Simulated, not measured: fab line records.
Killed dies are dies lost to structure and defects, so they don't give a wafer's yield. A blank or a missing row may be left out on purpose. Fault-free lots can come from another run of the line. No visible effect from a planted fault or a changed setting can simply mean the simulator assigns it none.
fab line records ; flow sky130
record: lots: 24; wafers: 72; last_day: 50
route steps=708 shown GATE_OXIDE@197 LI_CONTACT@365 METAL1@439 VIA1@479 CAP2M@615
lots that met no fault: from a run of the same line without faults
start_h: start of the lot's first displayed wafer, in hours after the record's first day ; wait_h: hours elapsed since this lot's preceding step ; " as in the row above ; L1.1+2: a row that stands for several wafers ; - either no value or no given start ; * or withheld: withheld ; < > ~ a bound
route shown NAME@n: names a module that has steps shown in the file, with the first one's number in the route ; usual: mean/standard deviation taken from wafers without a fault ; same: alike in all rows ; chamber/n: place in a boat ; sites: readings site by site ; _std_site: standard deviation across them ; _edge_site: mean of outer sites minus mean of inner sites ; radius_mm: how far each site lies from the wafer's centre ; mask NAME#n: copy n ; behind: the tool/chamber that last shaped the wafer ; hold: reason for holding the lot/hours on hold/outcome of the hold ; device: names the non-switching transistor (n, p or np) ; end of line: the route-end tests of the same wafers ; a step without rows: its recipe alone ; killed: at the first sort, the dies lost to defects and structure; wafer yield is something else ; map: the dies of a wafer, with x for killed, . for not killed, _ for no die there
set.NAME: the setting the step ran with; set.NAME@STEP: the setting that earlier step ran with ; model.NAME: the simulator's own value behind a step, which no gauge read
one table for each step of the route and one row for each wafer, over a sample of lots
services: from which hour (start_h, from the record's first day; less than 0 if before it) a tool's chamber was out of use, for how many hours, and why
== steps ==
step: SKY_GATE_OXIDE_OVL_MEAS_10
usual: GATE_OXIDE_OVL: -0.4/1.3
lot.wafer;tool;chamber;start_h;wait_h;GATE_OXIDE_OVL[nm]
L074.3;overlay-01;-;310.62;0.1;0.3
L074.4;overlay-01;-;310.62;0.1;0.4
L074.5;overlay-01;-;310.62;0.1;-1.0
L075.3;overlay-01;-;314.47;0.1;-1.9
L075.4;overlay-01;-;314.47;0.1;-1.0
L075.6;overlay-01;-;314.47;0.1;0.0
L076.1;overlay-01;-;322.30;0.1;0.2
L076.3;overlay-01;-;322.30;0.1;0.2
L076.6;overlay-01;-;322.30;0.1;-0.8
L077.1;overlay-02;-;344.45;0.1;-1.4
L077.3;overlay-02;-;344.45;0.1;0.0
L077.5;overlay-02;-;344.45;0.1;-1.3
L078.1;overlay-02;-;359.31;0.1;-0.5
L078.5;overlay-02;-;359.31;0.1;-2.5
L078.6;overlay-02;-;359.31;0.1;-1.7
L079.1;overlay-01;-;364.85;0.1;-0.7
L079.5;overlay-01;-;364.85;0.1;-0.5
L079.6;overlay-01;-;364.85;0.1;-0.1
L080.1;overlay-02;-;367.75;0.1;-0.4
L080.3;overlay-02;-;367.75;0.1;-2.5
L080.6;overlay-02;-;367.75;0.1;0.2
L081.2;overlay-01;-;377.14;0.1;-0.9
L081.4;overlay-01;-;377.14;0.1;0.2
L081.6;overlay-01;-;377.14;0.1;-0.6
L082.1;overlay-01;-;386.71;0.1;1.7
L082.2;overlay-01;-;386.71;0.1;1.3
L082.3;overlay-01;-;386.71;0.1;0.9
L083.1;overlay-02;-;397.05;0.1;-0.7
L083.3;overlay-02;-;397.05;0.1;-1.1
L083.6;overlay-02;-;397.05;0.1;-1.8
L084.2;overlay-01;-;397.35;0.1;1.8
L084.4;overlay-01;-;397.35;0.1;1.9
L084.5;overlay-01;-;397.35;0.1;0.1
L085.4;overlay-01;-;400.02;0.1;0.0
L085.5;overlay-01;-;400.02;0.1;-1.6
L085.6;overlay-01;-;400.02;0.1;-0.2
L086.3;overlay-01;-;414.46;0.1;1.5
L086.4;overlay-01;-;414.46;0.1;1.9
L086.6;overlay-01;-;414.46;0.1;2.2
L087.1;overlay-02;-;419.06;0.1;0.3
L087.4;overlay-02;-;419.06;0.1;1.9
L087.6;overlay-02;-;419.06;0.1;0.6
L088.1;overlay-01;-;434.84;0.1;0.5
L088.2;overlay-01;-;434.84;0.1;0.6
L088.3;overlay-01;-;434.84;0.1;1.6
L089.2;overlay-02;-;437.41;0.1;-1.7
L089.4;overlay-02;-;437.41;0.1;-2.4
L089.6;overlay-02;-;437.41;0.1;-0.4
L090.1;overlay-01;-;449.19;0.1;-2.5
L090.2;overlay-01;-;449.19;0.1;-2.1
L090.4;overlay-01;-;449.19;0.1;-2.0
L091.2;overlay-01;-;459.21;0.1;-1.2
L091.3;overlay-01;-;459.21;0.1;-3.3
L091.5;overlay-01;-;459.21;0.1;-3.0
L092.1;overlay-02;-;465.05;0.1;-0.4
L092.5;overlay-02;-;465.05;0.1;-1.5
L092.6;overlay-02;-;465.05;0.1;-1.0
L093.1;overlay-02;-;467.39;0.1;-0.2
L093.4;overlay-02;-;467.39;0.1;-1.5
L093.5;overlay-02;-;467.39;0.1;-2.5
L094.2;overlay-01;-;483.76;0.1;0.1
L094.4;overlay-01;-;483.76;0.1;-0.2
L094.5;overlay-01;-;483.76;0.1;-0.2
L095.1;overlay-02;-;494.49;0.1;-0.9
L095.3;overlay-02;-;494.49;0.1;-1.1
L095.6;overlay-02;-;494.49;0.1;-2.4
L096.3;overlay-01;-;499.61;0.1;0.1
L096.4;overlay-01;-;499.61;0.1;1.5
L096.6;overlay-01;-;499.61;0.1;2.0
L097.4;overlay-02;-;510.17;0.1;0.8
L097.5;overlay-02;-;510.17;0.1;0.0
L097.6;overlay-02;-;510.17;0.1;0.0
step: SKY_LI_CONTACT_BOW_MEAS_03
recipe: mode: bow
usual: LI_CONTACT_BOW: 56/6.1
lot.wafer;tool;chamber;start_h;wait_h;LI_CONTACT_BOW[um]
L074.3;film_metro-03;-;648.81;0.2;51
L074.4;film_metro-03;-;648.81;0.2;50
L074.5;film_metro-03;-;648.81;0.2;56
L075.3;film_metro-04;-;650.01;0.3;64
L075.4;film_metro-04;-;650.01;0.3;60
L075.6;film_metro-04;-;650.01;0.3;58
L076.1;film_metro-03;-;662.94;0.1;50
L076.3;film_metro-03;-;662.94;0.1;61
L076.6;film_metro-03;-;662.94;0.1;64
L077.1;film_metro-03;-;683.72;0.1;55
L077.3;film_metro-03;-;683.72;0.1;48
L077.5;film_metro-03;-;683.72;0.1;49
L078.1;film_metro-04;-;699.82;0.1;58
L078.5;film_metro-04;-;699.82;0.1;51
L078.6;film_metro-04;-;699.82;0.1;55
L079.1;film_metro-02;-;703.09;0.1;72
L079.5;film_metro-02;-;703.09;0.1;61
L079.6;film_metro-02;-;703.09;0.1;48
L080.1;film_metro-04;-;706.64;0.2;66
L080.3;film_metro-04;-;706.64;0.2;61
L080.6;film_metro-04;-;706.64;0.2;43
L081.2;film_metro-02;-;717.25;0.3;59
L081.4;film_metro-02;-;717.25;0.3;58
L081.6;film_metro-02;-;717.25;0.3;58
L082.1;film_metro-04;-;729.27;0.1;46
L082.2;film_metro-04;-;729.27;0.1;50
L082.3;film_metro-04;-;729.27;0.1;45
L083.1;film_metro-04;-;735.92;0.1;53
L083.3;film_metro-04;-;735.92;0.1;56
L083.6;film_metro-04;-;735.92;0.1;54
L084.2;film_metro-02;-;739.49;0.2;61
L084.4;film_metro-02;-;739.49;0.2;58
L084.5;film_metro-02;-;739.49;0.2;56
L085.4;film_metro-04;-;759.55;0.3;51
L085.5;film_metro-04;-;759.55;0.3;54
L085.6;film_metro-04;-;759.55;0.3;63
L087.1;film_metro-03;-;759.79;0.2;50
L087.4;film_metro-03;-;759.79;0.2;63
L087.6;film_metro-03;-;759.79;0.2;51
L086.3;film_metro-03;-;760.36;0.1;51
L086.4;film_metro-03;-;760.36;0.1;62
L086.6;film_metro-03;-;760.36;0.1;57
L088.1;film_metro-02;-;768.47;0.2;52
L088.2;film_metro-02;-;768.47;0.2;62
L088.3;film_metro-02;-;768.47;0.2;50
L089.2;film_metro-02;-;769.14;0.2;60
L089.4;film_metro-02;-;769.14;0.2;60
L089.6;film_metro-02;-;769.14;0.2;63
L090.1;film_metro-02;-;777.24;0.1;60
L090.2;film_metro-02;-;777.24;0.1;63
L090.4;film_metro-02;-;777.24;0.1;55
L091.2;film_metro-03;-;788.11;0.1;50
L091.3;film_metro-03;-;788.11;0.1;56
L091.5;film_metro-03;-;788.11;0.1;51
L092.1;film_metro-04;-;791.57;0.1;62
L092.5;film_metro-04;-;791.57;0.1;66
L092.6;film_metro-04;-;791.57;0.1;61
L093.1;film_metro-03;-;796.67;0.1;68
L093.4;film_metro-03;-;796.67;0.1;51
L093.5;film_metro-03;-;796.67;0.1;57
L094.2;film_metro-02;-;812.24;0.2;47
L094.4;film_metro-02;-;812.24;0.2;50
L094.5;film_metro-02;-;812.24;0.2;53
L095.1;film_metro-04;-;819.83;0.1;54
L095.3;film_metro-04;-;819.83;0.1;61
L095.6;film_metro-04;-;819.83;0.1;63
L096.3;film_metro-03;-;825.22;0.2;60
L096.4;film_metro-03;-;825.22;0.2;53
L096.6;film_metro-03;-;825.22;0.2;55
L097.4;film_metro-03;-;838.60;0.2;47
L097.5;film_metro-03;-;838.60;0.2;50
L097.6;film_metro-03;-;838.60;0.2;51
step: SKY_LI_CONTACT_CVD_21
recipe: material: W; target_thk_nm: 400; time_s: 120.56; temp_c: 400; pressure_torr: 40
usual: heater_power_w: 916/76
lot.wafer;tool;chamber;start_h;wait_h;heater_power_w
L074.3;cvd_w-02;0;677.84;0.1;824
L074.4;cvd_w-02;1;677.84;0.1;954
L074.5;cvd_w-02;1;677.84;0.1;949
L075.3;cvd_w-01;0;679.02;0.1;978
L075.4;cvd_w-01;1;679.02;0.1;877
L075.6;cvd_w-01;0;679.02;0.1;1007
L076.1;cvd_w-02;1;691.42;0.0;948
L076.3;cvd_w-02;1;691.42;0.0;944
L076.6;cvd_w-02;1;691.42;0.0;966
L077.1;cvd_w-01;0;712.59;0.0;1008
L077.3;cvd_w-01;1;712.59;0.0;874
L077.5;cvd_w-01;1;712.59;0.0;863
L078.1;cvd_w-01;1;728.59;0.0;857
L078.5;cvd_w-01;0;728.59;0.0;1036
L078.6;cvd_w-01;1;728.59;0.0;871
L079.1;cvd_w-01;0;731.32;0.0;991
L079.5;cvd_w-01;0;731.32;0.0;987
L079.6;cvd_w-01;1;731.32;0.0;845
L080.1;cvd_w-01;1;734.67;0.0;844
L080.3;cvd_w-01;1;734.67;0.0;866
L080.6;cvd_w-01;1;734.67;0.0;852
L081.2;cvd_w-02;1;745.70;0.0;943
L081.4;cvd_w-02;0;745.70;0.0;799
L081.6;cvd_w-02;0;745.70;0.0;820
L082.1;cvd_w-01;1;757.41;0.0;844
L082.2;cvd_w-01;0;757.41;0.0;1004
L082.3;cvd_w-01;1;757.41;0.0;866
L083.1;cvd_w-01;1;763.44;0.0;884
L083.3;cvd_w-01;0;763.44;0.0;1024
L083.6;cvd_w-01;0;763.44;0.0;1009
L084.2;cvd_w-01;1;766.13;0.0;836
L084.4;cvd_w-01;0;766.13;0.0;1002
L084.5;cvd_w-01;0;766.13;0.0;997
L085.4;cvd_w-01;0;786.88;0.1;1017
L085.5;cvd_w-01;0;786.88;0.1;1024
L085.6;cvd_w-01;1;786.88;0.1;882
L087.1;cvd_w-01;1;787.33;0.0;874
L087.4;cvd_w-01;1;787.33;0.0;869
L087.6;cvd_w-01;1;787.33;0.0;868
L086.3;cvd_w-01;0;788.61;0.1;987
L086.4;cvd_w-01;1;788.61;0.1;874
L086.6;cvd_w-01;1;788.61;0.1;875
L088.1;cvd_w-02;0;796.11;0.0;825
L088.2;cvd_w-02;1;796.11;0.0;948
L088.3;cvd_w-02;0;796.11;0.0;804
L089.2;cvd_w-01;0;797.27;0.0;981
L089.4;cvd_w-01;1;797.27;0.0;857
L089.6;cvd_w-01;1;797.27;0.0;850
L090.1;cvd_w-01;0;804.34;0.0;1002
L090.2;cvd_w-01;1;804.34;0.0;849
L090.4;cvd_w-01;0;804.34;0.0;991
L091.2;cvd_w-02;0;814.80;0.0;813
L091.3;cvd_w-02;1;814.80;0.0;957
L091.5;cvd_w-02;0;814.80;0.0;803
L092.1;cvd_w-02;1;819.12;0.0;935
L092.5;cvd_w-02;1;819.12;0.0;960
L092.6;cvd_w-02;0;819.12;0.0;813
L093.1;cvd_w-02;0;823.64;0.0;809
L093.4;cvd_w-02;1;823.64;0.0;976
L093.5;cvd_w-02;1;823.64;0.0;955
L094.2;cvd_w-02;0;838.77;0.0;816
L094.4;cvd_w-02;1;838.77;0.0;953
L094.5;cvd_w-02;0;838.77;0.0;808
L095.1;cvd_w-01;1;846.75;0.0;862
L095.3;cvd_w-01;0;846.75;0.0;1031
L095.6;cvd_w-01;0;846.75;0.0;996
L096.3;cvd_w-02;1;852.66;0.1;933
L096.4;cvd_w-02;0;852.66;0.1;831
L096.6;cvd_w-02;1;852.66;0.1;961
L097.4;cvd_w-01;1;864.56;0.1;865
L097.5;cvd_w-01;0;864.56;0.1;1002
L097.6;cvd_w-01;1;864.56;0.1;866
step: SKY_METAL1_RS_MEAS_05
recipe: thk_meas_gauge: four-point-probe; reads: TiN_of_METAL1_SPUTTER_04+Ti_of_METAL1_SPUTTER_03+AlCu_of_METAL1_SPUTTER_02+TiN_of_METAL1_SPUTTER_01+Ti_of_METAL1_SPUTTER_00
usual: METAL1_ALCU_RS: 0.1265/0.0018
lot.wafer;tool;chamber;start_h;wait_h;METAL1_ALCU_RS[ohm/sq]
L074.3;film_metro-02;-;736.35;0.1;0.1251
L074.4;film_metro-02;-;736.35;0.1;0.1276
L074.5;film_metro-02;-;736.35;0.1;0.1244
L075.3;film_metro-01;-;738.31;0.1;0.1243
L075.4;film_metro-01;-;738.31;0.1;0.1239
L075.6;film_metro-01;-;738.31;0.1;0.1252
L076.1;film_metro-02;-;749.55;0.0;0.1279
L076.3;film_metro-02;-;749.55;0.0;0.1279
L076.6;film_metro-02;-;749.55;0.0;0.1244
L077.1;film_metro-02;-;770.41;0.0;0.1253
L077.3;film_metro-02;-;770.41;0.0;0.1270
L077.5;film_metro-02;-;770.41;0.0;0.1249
L078.1;film_metro-01;-;787.04;0.0;0.1255
L078.5;film_metro-01;-;787.04;0.0;0.1255
L078.6;film_metro-01;-;787.04;0.0;0.1267
L079.1;film_metro-02;-;790.11;0.0;0.1272
L079.5;film_metro-02;-;790.11;0.0;0.1305
L079.6;film_metro-02;-;790.11;0.0;0.1296
L080.1;film_metro-02;-;793.26;0.0;0.1271
L080.3;film_metro-02;-;793.26;0.0;0.1250
L080.6;film_metro-02;-;793.26;0.0;0.1258
L081.2;film_metro-02;-;803.61;0.0;0.1224
L081.4;film_metro-02;-;803.61;0.0;0.1266
L081.6;film_metro-02;-;803.61;0.0;0.1232
L082.1;film_metro-04;-;814.77;0.0;0.1284
L082.2;film_metro-04;-;814.77;0.0;0.1290
L082.3;film_metro-04;-;814.77;0.0;0.1263
L083.1;film_metro-01;-;820.88;0.0;0.1290
L083.3;film_metro-01;-;820.88;0.0;0.1306
L083.6;film_metro-01;-;820.88;0.0;0.1274
L084.2;film_metro-04;-;823.46;0.0;0.1237
L084.4;film_metro-04;-;823.46;0.0;0.1254
L084.5;film_metro-04;-;823.46;0.0;0.1219
L085.4;film_metro-04;-;843.52;0.1;0.1300
L085.5;film_metro-04;-;843.52;0.1;0.1302
L085.6;film_metro-04;-;843.52;0.1;0.1299
L087.1;film_metro-01;-;844.04;0.0;0.1265
L087.4;film_metro-01;-;844.04;0.0;0.1253
L087.6;film_metro-01;-;844.04;0.0;0.1263
L086.3;film_metro-04;-;844.39;0.1;0.1245
L086.4;film_metro-04;-;844.39;0.1;0.1266
L086.6;film_metro-04;-;844.39;0.1;0.1267
L088.1;film_metro-01;-;852.36;0.0;0.1239
L088.2;film_metro-01;-;852.36;0.0;0.1251
L088.3;film_metro-01;-;852.36;0.0;0.1245
L089.2;film_metro-04;-;854.55;0.0;0.1259
L089.4;film_metro-04;-;854.55;0.0;0.1270
L089.6;film_metro-04;-;854.55;0.0;0.1295
L090.1;film_metro-01;-;860.67;0.0;0.1283
L090.2;film_metro-01;-;860.67;0.0;0.1284
L090.4;film_metro-01;-;860.67;0.0;0.1262
L091.2;film_metro-04;-;870.98;0.0;0.1256
L091.3;film_metro-04;-;870.98;0.0;0.1257
L091.5;film_metro-04;-;870.98;0.0;0.1247
L092.1;film_metro-01;-;874.71;0.0;0.1263
L092.5;film_metro-01;-;874.71;0.0;0.1258
L092.6;film_metro-01;-;874.71;0.0;0.1250
L093.1;film_metro-01;-;879.26;0.0;0.1258
L093.4;film_metro-01;-;879.26;0.0;0.1259
L093.5;film_metro-01;-;879.26;0.0;0.1245
L094.2;film_metro-04;-;895.11;0.0;0.1268
L094.4;film_metro-04;-;895.11;0.0;0.1274
L094.5;film_metro-04;-;895.11;0.0;0.1277
L095.1;film_metro-02;-;901.39;0.0;0.1269
L095.3;film_metro-02;-;901.39;0.0;0.1282
L095.6;film_metro-02;-;901.39;0.0;0.1288
L096.3;film_metro-02;-;908.25;0.1;0.1286
L096.4;film_metro-02;-;908.25;0.1;0.1251
L096.6;film_metro-02;-;908.25;0.1;0.1284
L097.4;film_metro-01;-;919.26;0.1;0.1272
L097.5;film_metro-01;-;919.26;0.1;0.1281
L097.6;film_metro-01;-;919.26;0.1;0.1287
step: SKY_VIA1_CVD_21
recipe: material: W; target_thk_nm: 270; time_s: 80.902; temp_c: 400; pressure_torr: 40
usual: heater_power_w: 908/80
lot.wafer;tool;chamber;start_h;wait_h;heater_power_w
L074.3;cvd_w-01;1;792.78;0.1;851
L074.4;cvd_w-01;0;792.78;0.1;1040
L074.5;cvd_w-01;1;792.78;0.1;887
L075.3;cvd_w-02;0;793.74;0.1;818
L075.4;cvd_w-02;1;793.74;0.1;966
L075.6;cvd_w-02;0;793.74;0.1;823
L076.1;cvd_w-02;1;805.03;0.0;929
L076.3;cvd_w-02;0;805.03;0.0;816
L076.6;cvd_w-02;0;805.03;0.0;818
L077.1;cvd_w-02;0;826.12;0.0;815
L077.3;cvd_w-02;1;826.12;0.0;969
L077.5;cvd_w-02;0;826.12;0.0;808
L078.1;cvd_w-02;0;842.27;0.0;806
L078.5;cvd_w-02;1;842.27;0.0;947
L078.6;cvd_w-02;0;842.27;0.0;810
L079.1;cvd_w-02;1;845.44;0.0;940
L079.5;cvd_w-02;1;845.44;0.0;963
L079.6;cvd_w-02;0;845.44;0.0;836
L080.1;cvd_w-02;1;848.21;0.0;933
L080.3;cvd_w-02;1;848.21;0.0;931
L080.6;cvd_w-02;0;848.21;0.0;800
L081.2;cvd_w-02;1;858.50;0.0;967
L081.4;cvd_w-02;1;858.50;0.0;937
L081.6;cvd_w-02;0;858.50;0.0;805
L082.1;cvd_w-01;0;868.44;0.0;1019
L082.2;cvd_w-01;1;868.44;0.0;898
L082.3;cvd_w-01;0;868.44;0.0;1010
L083.1;cvd_w-01;1;876.15;0.0;860
L083.3;cvd_w-01;1;876.15;0.0;871
L083.6;cvd_w-01;1;876.15;0.0;860
L084.2;cvd_w-02;0;877.49;0.0;807
L084.4;cvd_w-02;1;877.49;0.0;951
L084.5;cvd_w-02;0;877.49;0.0;811
L085.4;cvd_w-01;1;897.42;0.1;869
L085.5;cvd_w-01;0;897.42;0.1;1019
L085.6;cvd_w-01;1;897.42;0.1;876
L087.1;cvd_w-02;0;898.09;0.0;818
L087.4;cvd_w-02;1;898.09;0.0;969
L087.6;cvd_w-02;1;898.09;0.0;915
L086.3;cvd_w-01;1;898.48;0.1;834
L086.4;cvd_w-01;0;898.48;0.1;1008
L086.6;cvd_w-01;0;898.48;0.1;1021
L088.1;cvd_w-01;1;906.26;0.0;881
L088.2;cvd_w-01;0;906.26;0.0;1015
L088.3;cvd_w-01;0;906.26;0.0;1038
L089.2;cvd_w-01;1;908.29;0.0;858
L089.4;cvd_w-01;1;908.29;0.0;864
L089.6;cvd_w-01;0;908.29;0.0;1019
L090.1;cvd_w-01;0;913.94;0.0;999
L090.2;cvd_w-01;1;913.94;0.0;858
L090.4;cvd_w-01;1;913.94;0.0;863
L091.2;cvd_w-02;1;924.00;0.0;902
L091.3;cvd_w-02;1;924.00;0.0;893
L091.5;cvd_w-02;0;924.00;0.0;803
L092.1;cvd_w-01;1;928.49;0.0;865
L092.5;cvd_w-01;1;928.49;0.0;870
L092.6;cvd_w-01;0;928.49;0.0;1025
L093.1;cvd_w-02;1;931.55;0.0;886
L093.4;cvd_w-02;1;931.55;0.0;874
L093.5;cvd_w-02;1;931.55;0.0;899
L094.2;cvd_w-01;0;947.25;0.0;1007
L094.4;cvd_w-01;1;947.25;0.0;878
L094.5;cvd_w-01;1;947.25;0.0;882
L095.1;cvd_w-01;1;952.24;0.0;880
L095.3;cvd_w-01;0;952.24;0.0;1055
L095.6;cvd_w-01;0;952.24;0.0;1032
L096.3;cvd_w-02;0;959.68;0.1;786
L096.4;cvd_w-02;1;959.68;0.1;901
L096.6;cvd_w-02;0;959.68;0.1;797
L097.4;cvd_w-01;1;970.00;0.1;852
L097.5;cvd_w-01;1;970.00;0.1;857
L097.6;cvd_w-01;0;970.00;0.1;1024
step: SKY_CAP2M_OVL_MEAS_12
usual: CAP2M_OVL: -1.1/1.6
lot.wafer;tool;chamber;start_h;wait_h;CAP2M_OVL[nm]
L074.3;overlay-02;-;954.77;0.1;0.5
L074.4;overlay-02;-;954.77;0.1;-1.6
L074.5;overlay-02;-;954.77;0.1;-0.9
L075.3;overlay-01;-;955.66;0.1;2.1
L075.4;overlay-01;-;955.66;0.1;0.3
L075.6;overlay-01;-;955.66;0.1;1.1
L076.1;overlay-02;-;963.80;0.1;-1.2
L076.3;overlay-02;-;963.80;0.1;-1.7
L076.6;overlay-02;-;963.80;0.1;-1.2
L077.1;overlay-02;-;983.44;0.1;1.8
L077.3;overlay-02;-;983.44;0.1;-0.6
L077.5;overlay-02;-;983.44;0.1;1.6
L078.1;overlay-02;-;999.56;0.1;-0.8
L078.5;overlay-02;-;999.56;0.1;-1.2
L078.6;overlay-02;-;999.56;0.1;-0.4
L079.1;overlay-01;-;1001.41;0.1;-0.4
L079.5;overlay-01;-;1001.41;0.1;-3.0
L079.6;overlay-01;-;1001.41;0.1;-1.2
L080.1;overlay-02;-;1004.19;0.1;-0.1
L080.3;overlay-02;-;1004.19;0.1;-0.4
L080.6;overlay-02;-;1004.19;0.1;-0.2
L081.2;overlay-01;-;1011.16;0.1;-0.4
L081.4;overlay-01;-;1011.16;0.1;-2.7
L081.6;overlay-01;-;1011.16;0.1;-1.0
L082.1;overlay-01;-;1022.60;0.1;0.2
L082.2;overlay-01;-;1022.60;0.1;-0.8
L082.3;overlay-01;-;1022.60;0.1;1.5
L083.1;overlay-01;-;1030.16;0.1;-1.6
L083.3;overlay-01;-;1030.16;0.1;-1.6
L083.6;overlay-01;-;1030.16;0.1;-2.6
L084.2;overlay-02;-;1030.21;0.1;-0.9
L084.4;overlay-02;-;1030.21;0.1;-1.6
L084.5;overlay-02;-;1030.21;0.1;-2.0
L085.4;overlay-01;-;1047.12;0.1;0.6
L085.5;overlay-01;-;1047.12;0.1;2.2
L085.6;overlay-01;-;1047.12;0.1;-0.5
L086.3;overlay-01;-;1049.81;0.1;0.6
L086.4;overlay-01;-;1049.81;0.1;-1.0
L086.6;overlay-01;-;1049.81;0.1;-0.9
L087.1;overlay-02;-;1050.06;0.1;-3.3
L087.4;overlay-02;-;1050.06;0.1;-2.5
L087.6;overlay-02;-;1050.06;0.1;-1.2
L088.1;overlay-01;-;1054.09;0.1;-3.1
L088.2;overlay-01;-;1054.09;0.1;-4.4
L088.3;overlay-01;-;1054.09;0.1;-4.4
L089.2;overlay-02;-;1057.10;0.1;-2.3
L089.4;overlay-02;-;1057.10;0.1;-1.9
L089.6;overlay-02;-;1057.10;0.1;-1.5
L090.1;overlay-02;-;1061.10;0.1;-1.7
L090.2;overlay-02;-;1061.10;0.1;-0.5
L090.4;overlay-02;-;1061.10;0.1;-2.5
L091.2;overlay-01;-;1070.36;0.1;-0.6
L091.3;overlay-01;-;1070.36;0.1;-2.1
L091.5;overlay-01;-;1070.36;0.1;0.2
L092.1;overlay-01;-;1074.86;0.1;-3.4
L092.5;overlay-01;-;1074.86;0.1;-3.8
L092.6;overlay-01;-;1074.86;0.1;-1.5
L093.1;overlay-01;-;1076.89;0.1;-0.1
L093.4;overlay-01;-;1076.89;0.1;-1.7
L093.5;overlay-01;-;1076.89;0.1;-1.2
L094.2;overlay-02;-;1090.64;1.9;-4.8
L094.4;overlay-02;-;1090.64;1.9;-5.5
L094.5;overlay-02;-;1090.64;1.9;-3.2
L095.1;overlay-02;-;1096.15;0.1;-1.6
L095.3;overlay-02;-;1096.15;0.1;-2.4
L095.6;overlay-02;-;1096.15;0.1;-1.4
L096.3;overlay-02;-;1099.96;0.1;1.3
L096.4;overlay-02;-;1099.96;0.1;-3.0
L096.6;overlay-02;-;1099.96;0.1;0.5
L097.4;overlay-02;-;1108.18;0.1;-1.2
L097.5;overlay-02;-;1108.18;0.1;1.4
L097.6;overlay-02;-;1108.18;0.1;2.1
== services ==
tool;chamber;start_h;hours;kind
cvd_w-01;-;698.08;1.2;repair
cvd_w-01;-;854.56;4.8;repair
cvd_w-02;0;860.83;4.9;repair
cvd_w-02;-;904.00;14.0;pm
cvd_w-02;0;904.00;14.0;vent_cycle
cvd_w-02;1;904.00;14.0;vent_cycle
cvd_w-02;0;918.00;-;clean
cvd_w-02;1;918.00;-;clean
cvd_w-01;-;920.73;2.1;repair
cvd_w-01;0;929.31;10.7;repair
== key ==
fault none
